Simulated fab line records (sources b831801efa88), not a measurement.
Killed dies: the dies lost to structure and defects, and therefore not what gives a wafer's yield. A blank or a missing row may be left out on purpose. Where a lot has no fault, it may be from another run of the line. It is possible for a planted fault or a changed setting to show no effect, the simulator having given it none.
Struck lot and sound lot, side by side | flow sky130 | 14 steps out of a route of 708
Sound: the wafers L605.1, L605.2, L605.3. The struck wafers were L612.3, L612.4, L612.6. The cause is named last.
Each step with rows lists, per side, the tool, then ch with its chambers, then its first start. Under that, the readings that differ: sound wafers | struck wafers | difference of the means | sigmas: that difference in standard deviations of wafers without a fault.
alike: a reading whose means differ by less than 2 such deviations, as well as words and numbers matching on both sides. not compared: withheld readings; readings where some wafer has no value; bounds like >300 that might hide an equal value; numbers whose values overlap and for which the record gives no deviation.
The two part at a step that has a row with sigmas, a row that says differs or no value, or rows on one side only. Numbers that have no deviation but don't overlap get no sigmas and don't part them. A reading missing from all wafers of one side parts the sides only when that side holds two or more wafers.

SKY_NWELL_OVL_MEAS_23:
  sound: overlay-02 at day 6 11:10; struck: overlay-01 at day 8 02:50
  alike: NWELL_01_OVL
next, for these wafers, 1 step has no rows: SKY_NWELL_IMPLANT_24.
SKY_NWELL_STRIP_25: strips in O2/N2.
  sound on plasmaAsher-03 ch 0,1, day 6 11:22; struck on plasmaAsher-01 ch 0,1, day 8 03:02
  alike: drypumpMotorCurrentA, oesProductAu, stripTimeToEndpointS
  not compared: rfHoursCounterH
SKY_NWELL_TW_MEAS_26:
  sound: filmMetro-04 at day 6 11:28; struck: filmMetro-01 at day 8 03:08
  alike: NWELL_2_TW
then, 1 step without rows for these wafers: SKY_NWELL_CLEAN_27 (cleans in SC1/SC2, time 150 s).
SKY_NWELL_RTA_28: time 30 s.
  sound on rtpAnneal-02 ch 0, day 6 11:34; struck on rtpAnneal-02 ch 0, day 8 03:16
reading          | sound                | struck               | difference | sigmas
wafer_temp_C_max | 1054.9 1055.0 1053.7 | 1056.6 1058.1 1056.3 | +2.5       | +2
  alike: lampPowerPct
SKY_NWELL_RS_MEAS_29: measurement is done with a four-point probe.
  sound: filmMetro-01 at day 6 11:40; struck: filmMetro-01 at day 8 03:22
  alike: NWELL_RS
SKY_NWELL_RS_MEAS_31: measurement is done with a four-point probe.
  sound: filmMetro-01 at day 6 11:55; struck: filmMetro-01 at day 8 03:36
  alike: PWDE_RS
then, 3 steps without rows for these wafers: SKY_VT_ADJUST_HVTP_DEHYDRATE_00 (time 60 s); SKY_VT_ADJUST_HVTP_HMDS_01 (prime time 60 s); SKY_VT_ADJUST_HVTP_COAT_02 (resist thk 1140 nm).
SKY_VT_ADJUST_HVTP_SOFTBAKE_03: time 60 s.
  sound on lithoTrack-04 ch 0, day 6 21:31; struck on lithoTrack-04 ch 0, day 8 14:58
reading        | sound          | struck         | difference | sigmas
runLengthS (s) | 89.5 89.7 89.8 | 99.6 99.8 99.6 | +10.0      | +31
  alike: resistLineTempC
then, 1 step without rows for these wafers: SKY_VT_ADJUST_HVTP_EXPOSE_04 (exposes mask HVTPM, target cd 380 nm).
-- a jump in the record: the struck wafers' starts before and after are 41 days apart (it breaks off in module VT_ADJUST_HVTP and resumes in module PAD_OPEN, where the first step shown is number 708 of the route) --
SKY_PAD_OPEN_PROBE_99:
  record: rows for the struck wafers here (prober-01, day 49 04:50), none for the sound ones

WHERE THEY PART
Earliest at SKY_NWELL_RTA_28; latest, in this record, at SKY_PAD_OPEN_PROBE_99.

WHY: whatever the simulator had introduced
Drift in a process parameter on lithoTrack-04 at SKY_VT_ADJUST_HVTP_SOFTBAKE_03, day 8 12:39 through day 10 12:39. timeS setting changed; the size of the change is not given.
